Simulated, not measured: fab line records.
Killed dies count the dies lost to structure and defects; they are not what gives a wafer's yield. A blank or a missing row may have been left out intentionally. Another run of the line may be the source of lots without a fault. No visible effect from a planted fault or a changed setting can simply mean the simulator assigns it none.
fab line records	flow gf180mcu
record lots=7	wafers=21	lastDay=34
route steps=602 shown V3@445 M4@456
lots with no fault: from the same line, run without faults
startH: start of the lot's first displayed wafer, in hours after the record's first day	waitH: time in hours since the lot's previous step	" repeats the value in the row above	L1.1+2: a single row standing in for several wafers	- no value, or no start was given	* or withheld: withheld	< > ~ a bound
route shown NAME@n: names a module that has steps shown in the file, with the first one's number in the route	usual: the fault-free wafers' mean and standard deviation	same: alike in all rows	chamber/n: place in a boat	sites: readings site by site	_std_site: the values' standard deviation	_edge_site: outer sites' mean less inner sites'	radiusMm: for every site, how far away it sits from the centre of the wafer	mask NAME#n: copy n	behind: the last tool/chamber to shape the wafer	hold: what put the lot on hold/how long, in hours/how the hold closed	device: names the non-switching transistor (n, p or np)	end of line: tests of these same wafers at the route's end	a step without rows: its recipe alone	killed: dies that structure and defects cost at the first sort, which is not the same as the wafer's yield	map: a wafer's dies, marking killed ones x, the rest . and places with no die _
set.NAME: the setting as run; set.NAME@STEP: as run at that earlier step	model.NAME: the simulator's own value behind a step, which no gauge read
lots seen at some steps along the route; tables by step, rows by wafer
services: from which hour (startH, from the record's first day; less than 0 if before it) a tool's chamber was out of use, for how many hours, and why
## steps
# step GF_V3_ETCH_16
# recipe chemistry=N2/H2	targetDepthA=withheld	overetchA=withheld	timeS=withheld	target=BARC	ionEnergyEv=200	sourceW=500	biasW=100	pressureMtorr=30	n2FlowSccm=100	h2FlowSccm=200
# step GF_V3_ETCH_17
# recipe chemistry=C4F8/O2/Ar	maskMaterial=KrF	target=SiO2	stopOn=TiN	sourceW=1500	biasW=1200	pressureMtorr=40	c4f8FlowSccm=withheld	O2_flow_sccm=6	Ar_flow_sccm=300	timeS=withheld	targetDepthA=6350
# step GF_V3_STRIP_18
# recipe chemistry=O2/N2	powerW=1400	pressureMtorr=1500	platenTempC=250	o2FlowSccm=3000	n2FlowSccm=300	overashFraction=0.5
# step GF_V3_STRIP_19
# recipe chemistry=postEtchResidueRemover	timeS=1200	tempC=72.5
# step GF_V3_CLEAN_20
# recipe chemistry=DIW	dry=n2Spin
# step GF_V3_SPUTTER_21
# recipe material=Ti	targetThkNm=15	chamberPressurePa=5	powerW=2500	substrateTempC=200	timeS=80.02
# usual cathodeDcPowerW=2500.0/0.46	chamberPressurePa=5.000/0.011	throttleValvePct=29.7/1.3
lot.wafer	tool	chamber	startH	waitH	cathodeDcPowerW	chamberPressurePa	throttleValvePct
L537.1	pvdSputter-04	-	547.72	0.0	2500.1	4.993	29.8
L537.2	"	-	"	"	2500.2	4.985	29.8
L537.4	"	-	"	"	2501.0	4.980	32.3
L538.3	pvdSputter-04	-	555.97	0.0	2500.0	4.989	32.4
L538.4	"	-	"	"	2500.5	4.980	29.7
L538.5	"	-	"	"	2499.3	5.006	32.4
L540.2	pvdSputter-03	-	564.93	0.0	2500.2	4.995	30.3
L540.3	"	-	"	"	2499.9	4.998	28.2
L540.6	"	-	"	"	2500.0	5.013	30.1
L539.2	pvdSputter-01	-	565.37	0.0	2500.8	5.012	31.5
L539.5	"	-	"	"	2498.5	5.014	28.4
L539.6	"	-	"	"	2500.3	5.006	27.4
L548.1	pvdSputter-04	-	622.83	0.0	2500.3	5.005	28.7
L548.5	"	-	"	"	2500.2	5.009	29.9
L548.6	"	-	"	"	2499.9	4.993	32.5
L555.2	pvdSputter-03	-	678.38	0.0	2500.4	5.009	29.6
L555.3	"	-	"	"	2500.5	4.977	30.2
L555.5	"	-	"	"	2500.7	4.983	28.5
L556.1	pvdSputter-04	-	679.75	0.0	2499.9	5.005	29.7
L556.4	"	-	"	"	2499.6	5.000	29.7
L556.6	"	-	"	"	2499.9	4.996	28.7
# step GF_V3_SPUTTER_22
# recipe material=TiN	targetThkNm=10	chamberPressurePa=5	powerW=4000	timeS=40
# step GF_V3_CVD_23
# recipe material=W	targetThkNm=350	timeS=104.9	tempC=400	pressureTorr=40
# step GF_V3_RS_MEAS_24
# recipe thkMeasGauge=four-point-probe	reads=W_of_V3_CVD_23+TiN_of_V3_SPUTTER_22+Ti_of_V3_SPUTTER_21
# usual V3_W_RS=0.328/0.0034
lot.wafer	tool	chamber	startH	waitH	V3_W_RS[ohm/sq]
L537.1	filmMetro-01	-	547.93	0.1	0.329
L537.2	"	-	"	"	0.327
L537.4	"	-	"	"	0.332
L538.3	filmMetro-02	-	556.22	0.1	0.328
L538.4	"	-	"	"	0.330
L538.5	"	-	"	"	0.330
L540.2	filmMetro-04	-	565.16	0.1	0.331
L540.3	"	-	"	"	0.330
L540.6	"	-	"	"	0.327
L539.2	filmMetro-04	-	565.60	0.1	0.325
L539.5	"	-	"	"	0.325
L539.6	"	-	"	"	0.323
L548.1	filmMetro-01	-	623.05	0.1	0.327
L548.5	"	-	"	"	0.326
L548.6	"	-	"	"	0.330
L555.2	filmMetro-02	-	678.62	0.1	0.323
L555.3	"	-	"	"	0.323
L555.5	"	-	"	"	0.328
L556.1	filmMetro-02	-	679.96	0.1	0.327
L556.4	"	-	"	"	0.331
L556.6	"	-	"	"	0.326
# step GF_V3_THK_MEAS_25
# recipe thkMeasGauge=xrf	reads=W_of_V3_CVD_23
# usual V3_W_THK=355/5.1
lot.wafer	tool	chamber	startH	waitH	V3_W_THK[nm]
L537.1	filmMetro-01	-	548.05	0.1	357
L537.2	"	-	"	"	359
L537.4	"	-	"	"	353
L538.3	filmMetro-02	-	556.32	0.1	348
L538.4	"	-	"	"	349
L538.5	"	-	"	"	349
L540.2	filmMetro-04	-	565.27	0.1	353
L540.3	"	-	"	"	355
L540.6	"	-	"	"	359
L539.2	filmMetro-04	-	565.71	0.1	362
L539.5	"	-	"	"	362
L539.6	"	-	"	"	367
L548.1	filmMetro-01	-	623.17	0.1	352
L548.5	"	-	"	"	352
L548.6	"	-	"	"	350
L555.2	filmMetro-02	-	678.73	0.1	355
L555.3	"	-	"	"	357
L555.5	"	-	"	"	351
L556.1	filmMetro-02	-	680.08	0.1	351
L556.4	"	-	"	"	346
L556.6	"	-	"	"	352
# step GF_V3_CMP_26
# recipe stopOn=SiO2	downForcePsi=3.5	platenRpm=60	tOverpolishS=15	targetThkNm=0	padVelocityMS=0.94248
# usual motorCurrentA=11.2/1.5	overpolishRunS=15.001/0.0096	retainingRingPressureFrac=1.000/0.005	timeToEndpointS=83/4.1
lot.wafer	tool	chamber	startH	waitH	motorCurrentA	overpolishRunS	retainingRingPressureFrac	timeToEndpointS
L537.1	cmp-02	0	548.11	0.1	9.1	15.009	1.003	82
L537.4	"	1	"	"	11.8	14.995	0.999	84
L537.2	"	2	"	"	10.6	15.010	1.007	82
L538.3	cmp-01	1	556.36	0.0	10.5	15.010	1.000	86
L538.4	"	3	"	"	12.2	14.997	1.010	90
L538.5	"	1	"	"	10.5	14.981	1.000	81
L540.3	cmp-01	2	565.32	0.0	10.4	14.996	0.997	84
L540.2	"	3	"	"	11.8	15.023	0.995	89
L540.6	"	2	"	"	10.8	15.014	0.997	86
L539.2	cmp-01	2	565.76	0.0	10.5	14.981	0.993	89
L539.6	"	2	"	"	10.5	14.992	0.995	85
L539.5	"	3	"	"	11.4	14.986	0.992	92
L548.1	cmp-02	3	623.23	0.1	13.7	15.011	0.996	83
L548.6	"	3	"	"	14.9	14.988	0.999	81
L548.5	"	0	"	"	9.5	14.991	1.006	83
L555.3	cmp-02	1	678.78	0.0	12.7	14.996	1.000	85
L555.2	"	3	"	"	14.0	14.997	0.993	83
L555.5	"	1	"	"	12.2	14.993	0.998	83
L556.1	cmp-02	2	680.19	0.1	10.6	14.991	1.001	78
L556.4	"	3	"	"	13.8	14.976	0.991	77
L556.6	"	1	"	"	12.3	14.997	0.997	79
# step GF_M4_SPUTTER_00
# recipe material=Ti	targetThkNm=37.5	arrivingIonEnergyEv=80	substrateTempC=200	chamberPressurePa=2	powerW=4000	timeS=150
# usual cathodeDcPowerW=4000.0/0.75	chamberPressurePa=2.000/0.0039	throttleValvePct=29.3/1.2
lot.wafer	tool	chamber	startH	waitH	cathodeDcPowerW	chamberPressurePa	throttleValvePct
L537.1	pvdSputter-02	-	548.41	0.2	4001.4	2.002	29.6
L537.2	"	-	"	"	4000.6	2.000	28.2
L537.4	"	-	"	"	3999.4	2.000	29.7
L538.3	pvdSputter-01	-	556.66	0.2	4000.2	2.002	31.5
L538.4	"	-	"	"	4000.2	2.002	30.3
L538.5	"	-	"	"	4000.5	2.001	27.3
L540.2	pvdSputter-04	-	565.62	0.2	3999.9	1.996	32.4
L540.3	"	-	"	"	3998.3	1.995	28.8
L540.6	"	-	"	"	4000.7	1.994	29.9
L539.2	pvdSputter-02	-	566.06	0.2	3999.6	1.995	28.4
L539.5	"	-	"	"	4000.1	2.002	28.6
L539.6	"	-	"	"	3999.5	2.003	28.1
L548.1	pvdSputter-01	-	623.53	0.2	3999.8	2.001	27.3
L548.5	"	-	"	"	4000.4	1.996	28.8
L548.6	"	-	"	"	4000.8	1.997	30.3
L555.2	pvdSputter-04	-	679.08	0.1	3999.7	1.999	28.4
L555.3	"	-	"	"	4000.8	2.001	29.5
L555.5	"	-	"	"	3999.8	2.004	28.4
L556.1	pvdSputter-02	-	680.44	0.2	3999.9	2.003	28.3
L556.4	"	-	"	"	4000.0	1.998	29.5
L556.6	"	-	"	"	3999.3	2.003	28.1
# step GF_M4_SPUTTER_01
# recipe material=TiN	targetThkNm=30	powerW=6500	timeS=25	chamberPressurePa=0.4
# usual cathodeDcPowerW=6500.1/1.3	chamberPressurePa=0.4000/0.00072	throttleValvePct=29.3/1.2
lot.wafer	tool	chamber	startH	waitH	cathodeDcPowerW	chamberPressurePa	throttleValvePct
L537.1	pvdSputter-02	-	548.51	0.1	6499.0	0.4003	29.4
L537.2	"	-	"	"	6501.0	0.3998	28.3
L537.4	"	-	"	"	6498.6	0.4005	29.8
L538.3	pvdSputter-01	-	556.76	0.1	-	-	-
L538.4	"	-	"	"	-	-	-
L538.5	"	-	"	"	-	-	-
L540.2	pvdSputter-04	-	565.72	0.1	-	-	-
L540.3	"	-	"	"	-	-	-
L540.6	"	-	"	"	-	-	-
L539.2	pvdSputter-02	-	566.16	0.1	-	-	-
L539.5	"	-	"	"	-	-	-
L539.6	"	-	"	"	-	-	-
L548.1	pvdSputter-01	-	623.63	0.1	6499.8	0.3985	27.6
L548.5	"	-	"	"	6503.1	0.4007	28.7
L548.6	"	-	"	"	6502.0	0.4009	30.1
L555.2	pvdSputter-04	-	679.18	0.1	6498.2	0.3998	28.6
L555.3	"	-	"	"	6500.6	0.3992	29.9
L555.5	"	-	"	"	6501.0	0.3984	28.4
L556.1	pvdSputter-02	-	680.54	0.1	6500.2	0.3993	28.4
L556.4	"	-	"	"	6499.9	0.3992	29.7
L556.6	"	-	"	"	6500.5	0.3993	28.3
# step GF_M4_SPUTTER_02
# recipe material=AlCu	targetThkNm=450	powerW=10600	timeS=23.9	chamberPressurePa=0.4
# usual cathodeDcPowerW=10600/1.7	chamberPressurePa=0.3999/0.0008	throttleValvePct=29.3/1.2
lot.wafer	tool	chamber	startH	waitH	cathodeDcPowerW	chamberPressurePa	throttleValvePct
L537.1	pvdSputter-02	-	548.54	0.0	10601	0.4018	29.8
L537.2	"	-	"	"	10602	0.4005	28.4
L537.4	"	-	"	"	10598	0.4003	30.2
L538.3	pvdSputter-01	-	556.79	0.0	10600	0.4002	31.6
L538.4	"	-	"	"	10596	0.3997	30.4
L538.5	"	-	"	"	10602	0.3995	27.4
L540.2	pvdSputter-04	-	565.75	0.0	10600	0.4009	32.5
L540.3	"	-	"	"	10603	0.3994	28.9
L540.6	"	-	"	"	10599	0.4000	29.7
L539.2	pvdSputter-02	-	566.19	0.0	10601	0.4013	28.3
L539.5	"	-	"	"	10600	0.3990	28.5
L539.6	"	-	"	"	10603	0.4002	28.5
L548.1	pvdSputter-01	-	623.66	0.0	10599	0.4009	27.2
L548.5	"	-	"	"	10599	0.3991	28.9
L548.6	"	-	"	"	10600	0.3997	30.4
L555.2	pvdSputter-04	-	679.21	0.0	10598	0.3986	28.7
L555.3	"	-	"	"	10597	0.3998	29.6
L555.5	"	-	"	"	10603	0.3997	28.6
L556.1	pvdSputter-02	-	680.57	0.0	10602	0.4002	28.3
L556.4	"	-	"	"	10605	0.4004	29.7
L556.6	"	-	"	"	10601	0.4005	28.3
# step GF_M4_SPUTTER_03
# recipe material=Ti	targetThkNm=10	substrateTempC=300	chamberPressurePa=0.3	powerW=3000	timeS=6.7
# step GF_M4_SPUTTER_04
# recipe material=TiN	targetThkNm=50	powerW=6500	timeS=41.7	chamberPressurePa=0.4
# step GF_M4_DEHYDRATE_07
# recipe tempC=200	timeS=60
# step GF_M4_HMDS_08
# recipe primeTimeS=60	primeTempC=120
# step GF_M4_COAT_09
# recipe resist=KrF	spinRpm=withheld	resistThkNm=1000
# step GF_M4_SOFTBAKE_10
# recipe tempC=130	timeS=60	resist=KrF
# step GF_M4_EXPOSE_11
# recipe maskId=Metal4	targetCdNm=280	na=0.68	sourceShape=conventional	sigmaOuter=0.6	doseMj=28
# step GF_M4_PEB_12
# recipe pebTempC=135	pebTimeS=90	resist=KrF
# step GF_M4_DEVELOP_13
# recipe developTimeS=60	devTempC=21
# step GF_M4_CD_MEAS_14
# recipe targetCdNm=280
# usual cdNm=280.1/1.4
lot.wafer	tool	chamber	startH	waitH	cdNm
L537.1	cdSem-02	-	570.24	0.1	280.6
L537.2	"	-	"	"	280.9
L537.4	"	-	"	"	281.2
L538.3	cdSem-01	-	578.14	0.1	276.9
L538.4	"	-	"	"	277.6
L538.5	"	-	"	"	277.2
L540.2	cdSem-02	-	587.41	0.1	277.7
L540.3	"	-	"	"	279.5
L540.6	"	-	"	"	278.4
L539.2	cdSem-01	-	587.82	0.1	280.6
L539.5	"	-	"	"	280.9
L539.6	"	-	"	"	280.1
L548.1	cdSem-01	-	644.17	0.1	281.5
L548.5	"	-	"	"	279.3
L548.6	"	-	"	"	279.3
L555.2	cdSem-01	-	697.82	0.1	280.2
L555.3	"	-	"	"	280.1
L555.5	"	-	"	"	279.1
L556.1	cdSem-02	-	699.40	0.1	282.0
L556.4	"	-	"	"	280.0
L556.6	"	-	"	"	279.7
# step GF_M4_OVL_MEAS_15
# usual M4_OVL=2/5.6
lot.wafer	tool	chamber	startH	waitH	M4_OVL[nm]
L537.1	overlay-02	-	570.36	0.1	0
L537.2	"	-	"	"	15
L537.4	"	-	"	"	8
L538.3	overlay-01	-	578.23	0.1	-5
L538.4	"	-	"	"	1
L538.5	"	-	"	"	5
L540.2	overlay-01	-	587.51	0.1	-5
L540.3	"	-	"	"	8
L540.6	"	-	"	"	0
L539.2	overlay-01	-	587.93	0.1	4
L539.5	"	-	"	"	2
L539.6	"	-	"	"	6
L548.1	overlay-01	-	644.29	0.1	-4
L548.5	"	-	"	"	0
L548.6	"	-	"	"	6
L555.2	overlay-02	-	697.93	0.1	-10
L555.3	"	-	"	"	3
L555.5	"	-	"	"	1
L556.1	overlay-01	-	699.52	0.1	-3
L556.4	"	-	"	"	-3
L556.6	"	-	"	"	2
# step GF_M4_METAL_ETCH_16
# recipe chemistry=Cl2/BCl3	maskMaterial=KrF	targetDepthNm=627.5	stopOn=SiO2	pressureMtorr=8	icpW=800	biasW=140	Cl2_flow_sccm=80	bcl3FlowSccm=40	timeS=104.6
# usual drypumpMotorCurrentA=5.7/0.39	heBacksideLeakSccm=3.3/0.37	oesProductAu=0.970/0.0059	throttleValvePct=28.250/0.0098
lot.wafer	tool	chamber	startH	waitH	drypumpMotorCurrentA	heBacksideLeakSccm	oesProductAu	rfHoursCounterH	throttleValvePct
L537.1	rieMetal-01	1	570.39	0.0	5.5	3.3	0.958	7	28.257
L537.2	"	0	"	"	6.1	3.1	0.974	11	28.245
L537.4	"	1	"	"	5.5	3.3	0.972	-	28.257
L538.3	rieMetal-04	1	578.30	0.1	5.5	3.2	0.934	-	28.296
L538.4	"	0	"	"	5.9	3.1	0.948	-	28.281
L538.5	"	1	"	"	5.5	3.7	0.938	-	28.282
L540.2	rieMetal-01	0	587.54	0.0	6.1	3.0	0.948	12	28.270
L540.3	"	1	"	"	5.5	3.2	0.945	-	28.283
L540.6	"	0	"	"	6.1	3.0	0.942	-	28.292
L539.2	rieMetal-02	1	587.96	0.0	4.9	3.2	0.940	9	28.277
L539.5	"	1	"	"	4.9	3.0	0.940	-	28.293
L539.6	"	0	"	"	6.0	3.4	0.943	-	28.284
L548.1	rieMetal-02	0	644.33	0.0	6.0	3.7	0.970	3	28.250
L548.5	"	1	"	"	4.9	3.3	0.975	-	28.259
L548.6	"	0	"	"	6.0	3.6	0.972	-	28.242
L555.2	rieMetal-01	0	697.96	0.0	6.0	2.8	0.975	3	28.243
L555.3	"	1	"	"	5.5	3.2	0.969	-	28.246
L555.5	"	0	"	"	6.1	3.1	0.977	-	28.242
L556.1	rieMetal-02	1	699.56	0.0	4.9	3.1	0.969	0	28.253
L556.4	"	0	"	"	6.0	3.6	0.964	-	28.260
L556.6	"	1	"	"	4.9	3.1	0.973	-	28.255
# step GF_M4_STRIP_17
# recipe chemistry=O2/N2	powerW=1400	pressureMtorr=1500	platenTempC=250	o2FlowSccm=3000	n2FlowSccm=300	overashFraction=0.5
# usual drypumpMotorCurrentA=5.6/0.38	heaterPowerW=353/28	oesProductAu=0.558/0.0045	stripTimeToEndpointS=7.87/0.04
lot.wafer	tool	chamber	startH	waitH	drypumpMotorCurrentA	heaterPowerW	oesProductAu	rfHoursCounterH	stripTimeToEndpointS
L537.1	plasmaAsher-04	1	570.50	0.1	5.8	386	0.555	13	7.85
L537.2	"	0	"	"	4.9	328	0.566	13	7.90
L537.4	"	1	"	"	5.8	381	0.556	-	7.86
L538.3	plasmaAsher-01	0	578.40	0.1	5.8	316	0.553	-	7.82
L538.4	"	1	"	"	5.6	377	0.557	-	7.85
L538.5	"	0	"	"	5.8	307	0.548	-	7.83
L540.2	plasmaAsher-02	0	587.65	0.1	6.0	367	0.563	76	7.83
L540.3	"	1	"	"	5.6	331	0.558	-	7.85
L540.6	"	1	"	"	5.6	331	0.553	-	7.83
L539.2	plasmaAsher-04	0	588.07	0.1	4.9	335	0.560	15	7.87
L539.5	"	0	"	"	4.9	333	0.553	-	7.88
L539.6	"	1	"	"	5.8	393	0.550	-	7.75
L548.1	plasmaAsher-04	1	644.44	0.1	5.8	390	0.555	21	7.83
L548.5	"	0	"	"	4.9	339	0.558	-	7.86
L548.6	"	1	"	"	5.8	391	0.554	-	7.82
L555.2	plasmaAsher-04	0	698.07	0.1	4.9	333	0.563	26	7.89
L555.3	"	1	"	"	5.8	385	0.562	-	7.92
L555.5	"	1	"	"	5.8	389	0.560	-	7.85
L556.1	plasmaAsher-04	0	699.67	0.1	4.9	329	0.552	26	7.88
L556.4	"	1	"	"	5.8	389	0.562	-	7.82
L556.6	"	1	"	"	5.7	391	0.558	-	7.88
## services
tool	chamber	startH	hours	kind
plasmaAsher-02	-	523.99	2.3	repair
rieMetal-02	-	529.44	1.4	pm
rieMetal-01	-	531.36	0.1	repair
pvdSputter-03	-	547.87	2.4	repair
rieMetal-04	1	547.89	3.1	repair
cmp-01	-	551.52	0.3	repair
rieMetal-01	0	557.88	10.5	repair
plasmaAsher-04	-	558.31	7.0	repair
cmp-02	-	562.48	0.5	repair
pvdSputter-02	-	562.65	1.2	repair
pvdSputter-02	-	567.83	1.2	repair
cmp-01	-	572.10	4.0	pm
pvdSputter-03	-	577.48	3.9	repair
plasmaAsher-04	-	583.52	1.2	repair
pvdSputter-03	-	605.81	12.8	repair
pvdSputter-04	-	615.78	2.1	repair
cmp-02	-	629.14	3.6	pm
pvdSputter-04	-	645.37	5.0	repair
cmp-01	-	651.35	3.4	pm
cmp-02	-	654.78	7.9	pm
plasmaAsher-04	-	664.98	2.8	pm
cmp-01	-	673.11	0.6	repair
cmp-02	-	674.58	0.3	repair
plasmaAsher-04	-	688.95	6.3	repair
## key
firstSign step=GF_M4_SPUTTER_01	reading=toolRecord	direction=missing
effect step=GF_M4_METAL_ETCH_16	reading=oesProductAu	direction=down	sigmas=4.8	usual=0.970	struck=0.942
metAt GF_M4_SPUTTER_01
struckWafers L538.3,L538.4,L538.5,L539.2,L539.5,L539.6,L540.2,L540.3,L540.6
laterRowsLeftOut L538.3,L538.4,L538.5,L539.2,L539.5,L539.6,L540.2,L540.3,L540.6
sortLeftOut L538.3,L538.4,L538.5,L539.2,L539.5,L539.6,L540.2,L540.3,L540.6
onsetBetween 548.51 556.76
fault kind=skippedStepWhole	tool=pvdSputter-01,pvdSputter-02,pvdSputter-04	chamber=-	onsetH=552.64	steps=GF_M4_SPUTTER_01	scope=struckLotsOnly
# sortLeftOut: the simulated sort isn't trusted on such a fault, so these wafers' sort isn't shown, and their yield isn't known
# laterRowsLeftOut: the simulator's readings of these wafers behind a module that went badly wrong aren't trusted and aren't shown, but for the sort
